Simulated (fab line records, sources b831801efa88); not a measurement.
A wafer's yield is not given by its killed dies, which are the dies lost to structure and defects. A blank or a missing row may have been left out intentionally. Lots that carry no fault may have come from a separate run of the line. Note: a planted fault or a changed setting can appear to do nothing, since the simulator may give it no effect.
Struck lot and sound lot, side by side :: flow sky130 :: 15 out of 708 route steps
Sound: wafers L974.2, L974.3, L974.6. The struck wafers were L985.2, L985.3, L985.4. The cause is named last.
Per side, at each step with rows, come the tool, then ch with its chambers, and then its first start. Under that, the readings that differ: sound wafers :: struck wafers :: difference of the means :: sigmas: that difference in standard deviations of wafers without a fault.
alike: readings with means less than 2 such deviations apart, plus words and numbers identical on both sides. not compared: withheld readings, readings lacking a value on some wafer, bounds such as >300 that could conceal the same value, and numbers that have no deviation in the record and whose values overlap.
The two part at a step that has a row with sigmas, a row that says differs or no value, or rows on one side only. Numbers that have no deviation but don't overlap get no sigmas and don't part them. A reading that every wafer of one side lacks parts them only if that side has two wafers or more.

first, 1 step without rows for these wafers: SKY_VT_ADJUST_LVTN_IMPLANT_19.
SKY_VT_ADJUST_LVTN_STRIP_20: strips in O2/N2.
  sound on plasma-asher-04 ch 1, day 8 03:07; struck on plasma-asher-01 ch 0,1, day 10 02:26
  alike: drypump-motor-current-A, oes-product-au, strip-time-to-endpoint-s
  not compared: rf-hours-counter-h
SKY_VT_ADJUST_LVTN_TW_MEAS_21:
  sound on film-metro-04, day 8 03:14; struck on film-metro-03, day 10 02:32
  alike: VT_ADJUST_LVTN_2_TW
then, 7 steps without rows for these wafers: SKY_VT_ADJUST_NCORE_DEHYDRATE_00 (time 60 s); SKY_VT_ADJUST_NCORE_HMDS_01 (prime time 60 s); SKY_VT_ADJUST_NCORE_COAT_02 (resist thk 1140 nm); SKY_VT_ADJUST_NCORE_SOFTBAKE_03 (time 60 s); SKY_VT_ADJUST_NCORE_EXPOSE_04 (exposes mask LVTN COMPLEMENT THIN, target cd 380 nm); SKY_VT_ADJUST_NCORE_PEB_05; SKY_VT_ADJUST_NCORE_DEVELOP_06 (develop time 60 s).
SKY_VT_ADJUST_NCORE_CD_MEAS_07: the cd target is 380 nm.
  sound on cd-sem-01, day 8 13:32; struck on cd-sem-01, day 10 18:32
  alike: cd-nm
SKY_VT_ADJUST_NCORE_OVL_MEAS_08:
  sound on overlay-01, day 8 13:38; struck on overlay-02, day 10 18:38
  alike: VT_ADJUST_NCORE_OVL
SKY_VT_ADJUST_NCORE_IMPLANT_09:
  sound on implanter-01 ch 0, day 8 13:41; struck on implanter-01 ch 0, day 10 18:41
reading: dose-ions-cm2
sound: 2.3991e+12 2.4024e+12 2.3987e+12
struck: 2.5602e+12 2.5608e+12 2.5589e+12
difference: +1.5990e+11
sigmas: +62

reading: faraday-current-uA
sound: 13.77 13.44 13.50
struck: 14.81 14.35 14.30
difference: +0.92
sigmas: +3
  alike: beam-energy-keV
SKY_VT_ADJUST_NCORE_STRIP_10: strips in O2/N2.
  sound on plasma-asher-03 ch 0,1, day 8 13:49; struck on plasma-asher-02 ch 0,1, day 10 18:49
  alike: drypump-motor-current-A, oes-product-au, strip-time-to-endpoint-s
  not compared: rf-hours-counter-h
-- a jump in the record: the struck wafers' starts before and after are 37 days apart (it breaks off in module VT_ADJUST_NCORE and resumes in module PAD_OPEN, where the first step shown is number 708 of the route) --
SKY_PAD_OPEN_PROBE_99:
  sound on prober-01, day 45 05:02; struck on prober-01, day 47 09:31
reading: model.etest.nfet_16v.r-on-ohm-um
sound: 1.447e+04 1.444e+04 1.428e+04
struck: 1.466e+04 1.454e+04 1.459e+04
difference: +2.000e+02
sigmas: 

reading: model.etest.pfet-g5v0d10v5.r-on-ohm-um
sound: 4784 4742 4723
struck: 4697 4585 4662
difference: -102
sigmas: 

reading: model.etest.pfet-g5v0d10v5.drive-ua-um
sound: 342.2 340.4 346.4
struck: 348.7 355.2 348.7
difference: +7.9
sigmas: 

reading: model.etest.pfet-g5v0d10v5.off-log10-a-um
sound: -12.38 -12.08 -12.15
struck: -11.53 -11.57 -11.41
difference: +0.70
sigmas: 

reading: model.etest.pfet-g5v0d10v5.vt-sat-v (V)
sound: -0.6049 -0.5906 -0.5867
struck: -0.52 -0.5455 -0.5386
difference: +0.06
sigmas: 

reading: model.etest.pfet_16v.vt-v (V)
sound: -1.084 -1.083 -1.061
struck: -1.002 -1.003 -1.018
difference: +0.068
sigmas: 

reading: model.etest.pfet-g5v0d10v5.vt-v (V)
sound: -0.8134 -0.7973 -0.7949
struck: -0.7399 -0.764 -0.7579
difference: +0.0479
sigmas: 
  alike: killed_at_M0_to_M3, killed_at_M4_up, killed-at-contacts, killed-at-front-end, killed-at-other, killed-dies, killed-open, killed-short
  not compared: model.etest.pfet_16v.drive-ua-um

## WHERE THEY PART
At SKY_VT_ADJUST_NCORE_IMPLANT_09 and nowhere else, as far as this record goes. Later steps at which nothing parts them and some readings are alike: SKY_VT_ADJUST_NCORE_STRIP_10, SKY_PAD_OPEN_PROBE_99.

WHY: what had been put in by the simulator
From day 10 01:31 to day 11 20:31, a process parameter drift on implanter-01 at SKY_VT_ADJUST_NCORE_IMPLANT_09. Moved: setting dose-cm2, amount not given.
